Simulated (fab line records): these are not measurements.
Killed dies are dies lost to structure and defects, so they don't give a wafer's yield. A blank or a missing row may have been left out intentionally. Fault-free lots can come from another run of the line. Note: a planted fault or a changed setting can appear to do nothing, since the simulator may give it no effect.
Shared-tool check / flow sky130 / Lots sampled 13, wafers sampled 39

## THE REASON FOR OPENING IT
SKY_VT_ADJUST_LVTN_TW_MEAS_21, reading VT_ADJUST_LVTN_2_TW: flagged on 1 of 13 lots. Fault-free wafers read 189.3, with a standard deviation of 1.3.
Rule: a lot gets a flag if all its wafers with a number sit over 4 standard deviations from that mean, or if no wafer of it has a number. As for the other lots, they are considered sound.

lot=L485; measured=day 8 01:13; on=filmMetro-01; VT_ADJUST_LVTN_2_TW, wafer by wafer=190.1 190.2 189.7; flag=
lot=L489; measured=day 9 03:20; on=filmMetro-01; VT_ADJUST_LVTN_2_TW, wafer by wafer=189.9 190.4 189.5; flag=
lot=L490; measured=day 9 12:05; on=filmMetro-03; VT_ADJUST_LVTN_2_TW, wafer by wafer=188.7 188.8 187.2; flag=
lot=L491; measured=day 9 15:04; on=filmMetro-03; VT_ADJUST_LVTN_2_TW, wafer by wafer=188.2 188.3 188.9; flag=
lot=L492; measured=day 9 20:14; on=filmMetro-02; VT_ADJUST_LVTN_2_TW, wafer by wafer=187.0 189.0 187.6; flag=
lot=L493; measured=day 10 06:17; on=filmMetro-02; VT_ADJUST_LVTN_2_TW, wafer by wafer=188.9 190.5 189.7; flag=
lot=L494; measured=day 10 13:05; on=filmMetro-02; VT_ADJUST_LVTN_2_TW, wafer by wafer=189.6 189.0 188.6; flag=
lot=L495; measured=day 10 18:14; on=filmMetro-02; VT_ADJUST_LVTN_2_TW, wafer by wafer=30.2 30.1 30.2; flag=FLAGGED
lot=L503; measured=day 13 03:04; on=filmMetro-01; VT_ADJUST_LVTN_2_TW, wafer by wafer=190.8 190.9 190.8; flag=
lot=L504; measured=day 13 14:38; on=filmMetro-02; VT_ADJUST_LVTN_2_TW, wafer by wafer=190.7 190.2 191.0; flag=
lot=L505; measured=day 13 20:13; on=filmMetro-01; VT_ADJUST_LVTN_2_TW, wafer by wafer=191.0 190.1 190.2; flag=
lot=L506; measured=day 13 23:02; on=filmMetro-02; VT_ADJUST_LVTN_2_TW, wafer by wafer=191.1 191.1 189.2; flag=
lot=L507; measured=day 14 06:40; on=filmMetro-02; VT_ADJUST_LVTN_2_TW, wafer by wafer=188.7 189.5 189.7; flag=
Flagged lots average 30.2: -159.1 relative to the usual, that is -99 or more standard deviations.

## TOOL THAT RAN EACH LOT
The record keeps 1 process step preceding the reading, out of 708 steps on the route. Every cell lists first the tool, next ch and the chambers used by the sampled wafers, and last the start.
lot=L485; flag=; SKY_VT_ADJUST_LVTN_EXPOSE_15=ilineStepper-02 ch 0, day 7 15:06
lot=L489; flag=; SKY_VT_ADJUST_LVTN_EXPOSE_15=ilineStepper-01 ch 0, day 8 16:37
lot=L490; flag=; SKY_VT_ADJUST_LVTN_EXPOSE_15=ilineStepper-01 ch 0, day 9 00:38
lot=L491; flag=; SKY_VT_ADJUST_LVTN_EXPOSE_15=ilineStepper-01 ch 0, day 9 04:48
lot=L492; flag=; SKY_VT_ADJUST_LVTN_EXPOSE_15=ilineStepper-01 ch 0, day 9 08:55
lot=L493; flag=; SKY_VT_ADJUST_LVTN_EXPOSE_15=ilineStepper-01 ch 0, day 9 19:05
lot=L494; flag=; SKY_VT_ADJUST_LVTN_EXPOSE_15=ilineStepper-02 ch 0, day 10 02:05
lot=L495; flag=FLAGGED; SKY_VT_ADJUST_LVTN_EXPOSE_15=ilineStepper-02 ch 0, day 10 07:17
lot=L503; flag=; SKY_VT_ADJUST_LVTN_EXPOSE_15=ilineStepper-02 ch 0, day 12 14:21
lot=L504; flag=; SKY_VT_ADJUST_LVTN_EXPOSE_15=ilineStepper-01 ch 0, day 13 01:06
lot=L505; flag=; SKY_VT_ADJUST_LVTN_EXPOSE_15=ilineStepper-02 ch 0, day 13 07:01
lot=L506; flag=; SKY_VT_ADJUST_LVTN_EXPOSE_15=ilineStepper-02 ch 0, day 13 10:13
lot=L507; flag=; SKY_VT_ADJUST_LVTN_EXPOSE_15=ilineStepper-01 ch 0, day 13 17:47
What these steps do:
- SKY_VT_ADJUST_LVTN_EXPOSE_15: exposes mask HVN STD DERIVED, target cd 600 nm.
- SKY_VT_ADJUST_LVTN_TW_MEAS_21

## FLAGGED AGAINST TOTAL, ONE TOOL AT A TIME (gauges that did the reading follow at the end)
step=SKY_VT_ADJUST_LVTN_EXPOSE_15; tool=ilineStepper-01; lots run=7; flagged=0; share of the flagged lots=none; sound lots run after its first flagged lot=-
step=SKY_VT_ADJUST_LVTN_EXPOSE_15; tool=ilineStepper-02; lots run=6; flagged=1; share of the flagged lots=all; sound lots run after its first flagged lot=3 (L503,L505,L506)
step=SKY_VT_ADJUST_LVTN_TW_MEAS_21; tool=filmMetro-01; lots run=4; flagged=0; share of the flagged lots=none; sound lots run after its first flagged lot=-
step=SKY_VT_ADJUST_LVTN_TW_MEAS_21; tool=filmMetro-02; lots run=7; flagged=1; share of the flagged lots=all; sound lots run after its first flagged lot=3 (L504,L506,L507)
step=SKY_VT_ADJUST_LVTN_TW_MEAS_21; tool=filmMetro-03; lots run=2; flagged=0; share of the flagged lots=none; sound lots run after its first flagged lot=-

## WHAT THE TABLE ALLOWS
Table rows that saw every flagged lot: 2, namely ilineStepper-02 at SKY_VT_ADJUST_LVTN_EXPOSE_15 and filmMetro-02 at SKY_VT_ADJUST_LVTN_TW_MEAS_21.
- ilineStepper-02 at SKY_VT_ADJUST_LVTN_EXPOSE_15: 1 of its 6 lots flagged. Lots that were sound ran on it after the first flagged one (L503, L505, L506); a persistent fault on the entire tool would not allow that.
- filmMetro-02 at SKY_VT_ADJUST_LVTN_TW_MEAS_21: 1 of its 7 lots flagged. Lots that were sound ran on it after the first flagged one (L504, L506, L507); a persistent fault on the entire tool would not allow that.
Every row of the table either missed a flagged lot or ran a sound lot after the first.

## WHAT HAD BEEN PUT IN BY THE SIMULATOR
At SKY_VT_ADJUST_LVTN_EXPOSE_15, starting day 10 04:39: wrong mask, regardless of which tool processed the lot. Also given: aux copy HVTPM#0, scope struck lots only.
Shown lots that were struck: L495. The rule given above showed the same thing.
